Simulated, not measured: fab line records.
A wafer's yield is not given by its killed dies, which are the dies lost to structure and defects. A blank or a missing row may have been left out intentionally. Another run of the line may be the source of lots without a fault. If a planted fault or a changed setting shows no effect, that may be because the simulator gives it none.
fab line records	flow sky130
[record] lots = 13	wafers = 39	last-day = 50
route steps=708 shown LDD_HVP@287 LDD_LDN@293 POLY_CUT@315
lots that met no fault: taken from a fault-free run of the same line
start-h: hours from the record's opening day to when the first of the lot's shown wafers began	wait-h: hours since the lot's step before	" the same as in the row above	L1.1+2: a single row standing in for several wafers	- either no value or no given start	* or withheld: withheld	< > ~ a bound
route shown NAME@n: a module of which the file shows steps, and the number in the route of the first	usual: average and standard deviation across the fault-free wafers	same: alike in all rows	chamber/n: place in a boat	sites: readings site by site	_std_site: their standard deviation	_edge_site: mean of outer sites minus mean of inner sites	radius-mm: how far each site lies from the wafer's centre	mask NAME#n: copy n	behind: the most recent tool/chamber to have shaped the wafer	hold: reason for holding the lot/hours on hold/outcome of the hold	device: the n, p or np transistor that did not switch	end of line: at the end of the route, the tests of the same wafers	a step with no rows: only its recipe	killed: dies that structure and defects cost at the first sort, which is not the same as the wafer's yield	map: the dies of a wafer, with x for killed, . for not killed, _ for no die there
set.NAME: the setting the step ran with; set.NAME@STEP: the setting that earlier step ran with	model.NAME: the simulator's own value behind a step, which no gauge read
route steps across a sampled set of lots; one table per step, one row per wafer
services: when a tool's chamber went out of use (start-h, in hours from the record's first day, below 0 if earlier), for how many hours, and the reason
[[steps]]
[step SKY_LDD_HVP_STRIP_09]
[recipe] chemistry = O2/N2	power-w = 1400	pressure-mtorr = 1500	platen-temp-c = withheld	o2-flow-sccm = 3000	n2-flow-sccm = 300	overash-fraction = 0.5
[usual] drypump-motor-current-A = 5.6/0.49	oes-product-au = 0.409/0.0046	strip-time-to-endpoint-s = 4.140/0.015
lot.wafer	tool	chamber	start-h	wait-h	drypump-motor-current-A	oes-product-au	rf-hours-counter-h	strip-time-to-endpoint-s
L658.1	plasma-asher-02	0	492.65	0.1	5.8	0.407	6	4.154
L658.2	"	1	"	"	5.9	0.407	6	4.158
L658.5	"	0	"	"	5.8	0.409	-	4.156
L659.2	plasma-asher-01	1	503.70	0.1	6.0	0.413	81	4.146
L659.3	"	0	"	"	5.3	0.408	-	4.173
L659.6	"	1	"	"	5.9	0.410	-	4.156
L660.1	plasma-asher-03	1	509.12	0.1	6.1	0.407	69	4.127
L660.5	"	1	"	"	6.1	0.406	-	4.127
L660.6	"	0	"	"	4.8	0.411	-	4.141
L661.1	plasma-asher-02	0	512.57	0.1	5.8	0.407	8	4.120
L661.2	"	1	"	"	5.9	0.405	8	4.142
L661.5	"	0	"	"	5.8	0.409	-	4.126
L664.1	plasma-asher-03	1	567.77	0.1	6.1	0.411	76	4.117
L664.3	"	0	"	"	4.8	0.409	-	4.150
L664.5	"	1	"	"	6.1	0.406	-	4.137
L666.1	plasma-asher-03	1	581.17	0.1	6.1	0.413	77	4.141
L666.3	"	1	"	"	6.1	0.404	-	4.140
L666.6	"	0	"	"	4.9	0.403	-	4.139
L667.1	plasma-asher-02	1	584.17	0.1	5.9	0.413	15	4.133
L667.5	"	0	"	"	5.8	0.411	-	4.123
L667.6	"	1	"	"	5.9	0.410	-	4.119
L665.1	plasma-asher-01	0	587.57	0.1	5.3	0.409	90	4.159
L665.2	"	1	"	"	5.9	0.412	90	4.151
L665.4	"	0	"	"	5.3	0.414	-	4.153
L669.1	plasma-asher-01	0	599.02	0.1	5.3	0.414	91	4.142
L669.2	"	1	"	"	5.9	0.410	91	4.140
L669.3	"	0	"	"	5.3	0.412	-	4.122
L673.1	plasma-asher-01	1	628.53	0.1	6.0	0.407	94	4.131
L673.5	"	0	"	"	5.3	0.405	-	4.138
L673.6	"	1	"	"	6.0	0.410	-	4.130
L674.1	plasma-asher-03	0	641.80	0.1	4.8	0.406	83	4.141
L674.2	"	1	"	"	6.1	0.408	83	4.136
L674.4	"	1	"	"	6.1	0.413	-	4.141
L675.2	plasma-asher-03	0	647.32	0.1	4.9	0.405	84	4.166
L675.4	"	1	"	"	6.1	0.415	-	4.156
L675.6	"	0	"	"	4.9	0.398	-	4.158
L681.3	plasma-asher-03	0	687.16	0.1	4.9	0.411	-	4.120
L681.4	"	1	"	"	6.1	0.414	-	4.126
L681.6	"	0	"	"	4.9	0.406	-	4.160
[step SKY_LDD_LDN_EXPOSE_04]
[recipe] mask-id = LDNTM	na = 0.6	source-shape = conventional	sigma-outer = 0.6	polarization = unpolarized	target-cd-nm = 700	dose-mj = 140
[usual] exposure-dose-mJ-cm2 = 140.01/0.13
lot.wafer	tool	chamber	start-h	wait-h	mask	exposure-dose-mJ-cm2
L658.1	iline-stepper-01	0	508.53	-	LDNTM#0	139.89
L658.2	"	0	"	"	LDNTM#0	140.02
L658.5	"	0	"	"	LDNTM#0	139.84
L659.2	iline-stepper-02	0	519.01	-	LDNTM#0	140.13
L659.3	"	0	"	"	LDNTM#0	140.10
L659.6	"	0	"	"	LDNTM#0	139.94
L660.1	iline-stepper-02	0	524.47	-	LDNTM#0	139.77
L660.5	"	0	"	"	LDNTM#0	139.90
L660.6	"	0	"	"	LDNTM#0	140.00
L661.1	iline-stepper-02	0	527.69	-	LDNTM#0	139.96
L661.2	"	0	"	"	LDNTM#0	139.89
L661.5	"	0	"	"	LDNTM#0	139.93
L664.1	iline-stepper-02	0	582.91	-	LDNTM#0	139.88
L664.3	"	0	"	"	LDNTM#0	140.10
L664.5	"	0	"	"	LDNTM#0	139.98
L666.1	iline-stepper-02	0	595.62	-	LDNTM#0	140.01
L666.3	"	0	"	"	LDNTM#0	139.94
L666.6	"	0	"	"	LDNTM#0	139.87
L667.1	iline-stepper-01	0	599.39	-	LDNTM#0	140.04
L667.5	"	0	"	"	LDNTM#0	139.85
L667.6	"	0	"	"	LDNTM#0	140.15
L665.1	iline-stepper-01	0	602.69	-	LDNTM#0	139.99
L665.2	"	0	"	"	LDNTM#0	139.95
L665.4	"	0	"	"	LDNTM#0	139.96
L669.1	iline-stepper-01	0	613.39	-	LDNTM#0	139.98
L669.2	"	0	"	"	LDNTM#0	139.84
L669.3	"	0	"	"	LDNTM#0	139.86
L673.1	iline-stepper-02	0	642.94	-	LDNTM#0	139.76
L673.5	"	0	"	"	LDNTM#0	140.15
L673.6	"	0	"	"	LDNTM#0	140.00
L674.1	iline-stepper-02	0	656.41	-	LDNTM#0	140.16
L674.2	"	0	"	"	LDNTM#0	139.89
L674.4	"	0	"	"	LDNTM#0	139.97
L675.2	iline-stepper-02	0	661.41	-	LDNTM#0	140.07
L675.4	"	0	"	"	LDNTM#0	140.20
L675.6	"	0	"	"	LDNTM#0	140.17
L681.3	iline-stepper-01	0	701.19	-	LDNTM#0	140.07
L681.4	"	0	"	"	LDNTM#0	140.25
L681.6	"	0	"	"	LDNTM#0	139.82
[step SKY_LDD_LDN_OVL_MEAS_07]
[usual] LDD_LDN_OVL = 0.0/1.3
lot.wafer	tool	chamber	start-h	wait-h	hold	LDD_LDN_OVL[nm]
L658.1	overlay-01	-	523.44	0.1	-	0.3
L658.2	"	-	"	"	-	1.0
L658.5	"	-	"	"	-	-1.2
L659.2	overlay-01	-	534.67	0.1	-	0.3
L659.3	"	-	"	"	-	0.0
L659.6	"	-	"	"	-	-0.8
L660.1	overlay-02	-	539.54	0.1	-	-0.2
L660.5	"	-	"	"	-	-0.4
L660.6	"	-	"	"	-	0.0
L661.1	overlay-01	-	542.47	0.1	-	-0.1
L661.2	"	-	"	"	-	-1.3
L661.5	"	-	"	"	-	1.5
L664.1	overlay-02	-	597.59	0.1	-	-2.1
L664.3	"	-	"	"	-	-2.5
L664.5	"	-	"	"	-	-4.3
L666.1	overlay-01	-	610.02	0.1	-	2.2
L666.3	"	-	"	"	-	1.5
L666.6	"	-	"	"	-	1.6
L667.1	overlay-02	-	613.32	0.1	-	0.5
L667.5	"	-	"	"	-	1.7
L667.6	"	-	"	"	-	-1.2
L665.1	overlay-01	-	616.87	0.1	-	-1.7
L665.2	"	-	"	"	-	-1.4
L665.4	"	-	"	"	-	-2.4
L669.1	overlay-02	-	628.47	0.1	-	0.2
L669.2	"	-	"	"	-	-0.2
L669.3	"	-	"	"	-	-0.4
L673.1	overlay-02	-	657.12	0.1	await-dispo/0.2h/release	58.8
L673.5	"	-	"	"	await-dispo/0.2h/release	59.7
L673.6	"	-	"	"	await-dispo/0.2h/release	58.5
L673.1	overlay-02	-	657.33	0.2	-	59.8
L673.5	"	-	"	"	-	59.9
L673.6	"	-	"	"	-	58.8
L674.1	overlay-01	-	670.12	0.1	await-dispo/0.2h/release	60.8
L674.2	"	-	"	"	await-dispo/0.2h/release	59.8
L674.4	"	-	"	"	await-dispo/0.2h/release	59.6
L674.1	overlay-01	-	670.33	0.2	-	62.6
L674.2	"	-	"	"	-	60.5
L674.4	"	-	"	"	-	60.2
L675.2	overlay-01	-	674.74	0.1	await-dispo/0.2h/release	63.8
L675.4	"	-	"	"	await-dispo/0.2h/release	63.5
L675.6	"	-	"	"	await-dispo/0.2h/release	63.8
L675.2	overlay-01	-	674.95	0.2	-	64.4
L675.4	"	-	"	"	-	64.0
L675.6	"	-	"	"	-	64.7
L681.3	overlay-01	-	714.50	0.1	-	0.0
L681.4	"	-	"	"	-	2.6
L681.6	"	-	"	"	-	2.3
[step SKY_POLY_CUT_CD_MEAS_08]
[recipe] target-cd-nm = 270
[usual] cd-nm = 270.0/1.4
lot.wafer	tool	chamber	start-h	wait-h	cd-nm
L658.1	cd-sem-02	-	555.32	-	267.6
L658.2	"	-	"	"	269.1
L658.5	"	-	"	"	268.5
L659.2	cd-sem-01	-	566.83	-	270.8
L659.3	"	-	"	"	270.5
L659.6	"	-	"	"	270.2
L660.1	cd-sem-02	-	571.82	-	271.3
L660.5	"	-	"	"	269.1
L660.6	"	-	"	"	270.3
L661.1	cd-sem-01	-	575.17	-	269.9
L661.2	"	-	"	"	268.6
L661.5	"	-	"	"	268.6
L664.1	cd-sem-02	-	628.04	-	271.3
L664.3	"	-	"	"	270.3
L664.5	"	-	"	"	270.5
L666.1	cd-sem-01	-	641.24	-	269.9
L666.3	"	-	"	"	269.2
L666.6	"	-	"	"	270.6
L667.1	cd-sem-01	-	645.56	-	271.1
L667.5	"	-	"	"	271.1
L667.6	"	-	"	"	271.0
L665.1	cd-sem-02	-	647.99	-	267.4
L665.2	"	-	"	"	269.1
L665.4	"	-	"	"	268.3
L669.1	cd-sem-02	-	658.72	-	272.4
L669.2	"	-	"	"	272.4
L669.3	"	-	"	"	272.9
L681.3	cd-sem-01	-	743.66	-	271.2
L681.4	"	-	"	"	271.9
L681.6	"	-	"	"	270.0
[step SKY_POLY_CUT_ETCH_11]
[recipe] target = Si3N4	chemistry = CF4/CH2F2/Ar	stop-on = poly-Si	source-w = 600	bias-w = 150	pressure-mtorr = 40	cf4-flow-sccm = 40	ch2f2-flow-sccm = 20	Ar_flow_sccm = 150	time-s = 42.5	target-depth-a = 600
[usual] drypump-motor-current-A = 5.9/0.31	oes-product-au = 0.828/0.0054	throttle-valve-pct = 14.993/0.0094
lot.wafer	tool	chamber	start-h	wait-h	drypump-motor-current-A	oes-product-au	rf-hours-counter-h	throttle-valve-pct
L658.1	rie-diel-02	3	555.52	0.0	6.6	0.832	36	15.012
L658.2	"	0	"	"	5.4	0.831	5	14.988
L658.5	"	2	"	"	6.0	0.833	-	14.983
L659.2	rie-diel-02	2	567.01	0.0	6.0	0.831	0	14.971
L659.3	"	0	"	"	5.5	0.828	5	14.992
L659.6	"	0	"	"	5.4	0.822	-	14.993
L660.1	rie-diel-01	0	572.02	0.0	5.7	0.838	62	15.012
L660.5	"	1	"	"	5.8	0.831	-	15.000
L660.6	"	2	"	"	6.0	0.834	-	14.975
L661.1	rie-diel-03	2	575.37	0.0	5.7	0.828	7	15.000
L661.2	"	3	"	"	5.8	0.832	9	14.996
L661.5	"	1	"	"	6.2	0.827	-	14.991
L664.1	rie-diel-02	2	628.24	0.0	6.0	0.822	2	14.992
L664.3	"	1	"	"	5.5	0.827	3	14.998
L664.5	"	1	"	"	5.5	0.825	-	14.985
L666.1	rie-diel-01	0	641.44	0.0	5.7	0.825	64	15.004
L666.3	"	3	"	"	5.6	0.823	1	14.985
L666.6	"	2	"	"	6.0	0.825	-	14.997
L667.1	rie-diel-01	3	645.76	0.0	5.6	0.822	1	15.007
L667.5	"	2	"	"	6.0	0.827	-	15.002
L667.6	"	3	"	"	5.6	0.823	-	14.987
L665.1	rie-diel-02	1	648.19	0.0	5.5	0.826	4	15.015
L665.2	"	3	"	"	6.6	0.833	38	14.985
L665.4	"	0	"	"	5.4	0.825	6	14.998
L669.1	rie-diel-02	2	658.92	0.0	6.0	0.834	2	15.016
L669.2	"	0	"	"	5.4	0.823	7	15.004
L669.3	"	3	"	"	6.6	0.828	38	14.986
L681.3	rie-diel-03	2	743.82	0.0	5.7	0.825	10	15.006
L681.4	"	0	"	"	6.2	0.830	5	14.968
L681.6	"	0	"	"	6.2	0.825	-	14.993
[[services]]
tool	chamber	start-h	hours	kind
rie-diel-02	-	491.98	0.5	repair
rie-diel-02	2	495.22	9.5	repair
rie-diel-01	-	503.63	28.1	pm
iline-stepper-01	-	523.07	1.7	pm
iline-stepper-02	-	525.18	2.1	pm
rie-diel-02	-	572.82	2.8	pm
iline-stepper-02	-	602.57	10.5	repair
rie-diel-02	3	615.60	24.3	repair
iline-stepper-02	-	619.68	4.4	repair
rie-diel-01	3	620.35	4.1	repair
plasma-asher-03	-	624.63	2.8	pm
plasma-asher-02	-	625.56	10.3	pm
rie-diel-01	3	626.56	2.4	repair
rie-diel-02	0	638.81	4.4	repair
iline-stepper-02	-	640.00	1.7	pm
iline-stepper-01	-	642.17	24.6	repair
rie-diel-02	1	656.65	30.3	repair
rie-diel-01	0	664.77	21.4	repair
rie-diel-02	-	689.96	0.5	repair
iline-stepper-02	-	713.85	4.4	pm
rie-diel-01	2	721.83	3.8	repair
plasma-asher-01	-	733.75	9.0	pm
plasma-asher-03	-	740.91	4.3	pm
iline-stepper-01	-	741.25	1.7	pm
[[key]]
[first-sign] step = SKY_LDD_LDN_OVL_MEAS_07	reading = visit	direction = added
[effect] step = SKY_LDD_LDN_OVL_MEAS_07	reading = LDD_LDN_OVL	direction = up	sigmas = 46	usual = 0.0	struck = 60.9
met-at SKY_LDD_LDN_EXPOSE_04
struck-lots L673,L674,L675
scrapped-behind SKY_LDD_LDN_OVL_MEAS_07 L673.1,L673.5,L673.6,L674.1,L674.2,L674.4,L675.2,L675.4,L675.6
not-acting-at SKY_LDD_HVP_STRIP_09,SKY_POLY_CUT_CD_MEAS_08,SKY_POLY_CUT_ETCH_11
onset-between 595.62 642.94
[fault] kind = scanner-matching-overlay	tool = iline-stepper-02	chamber = -	onset-h = 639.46	steps = SKY_LDD_LDN_EXPOSE_04	offset = 60.268
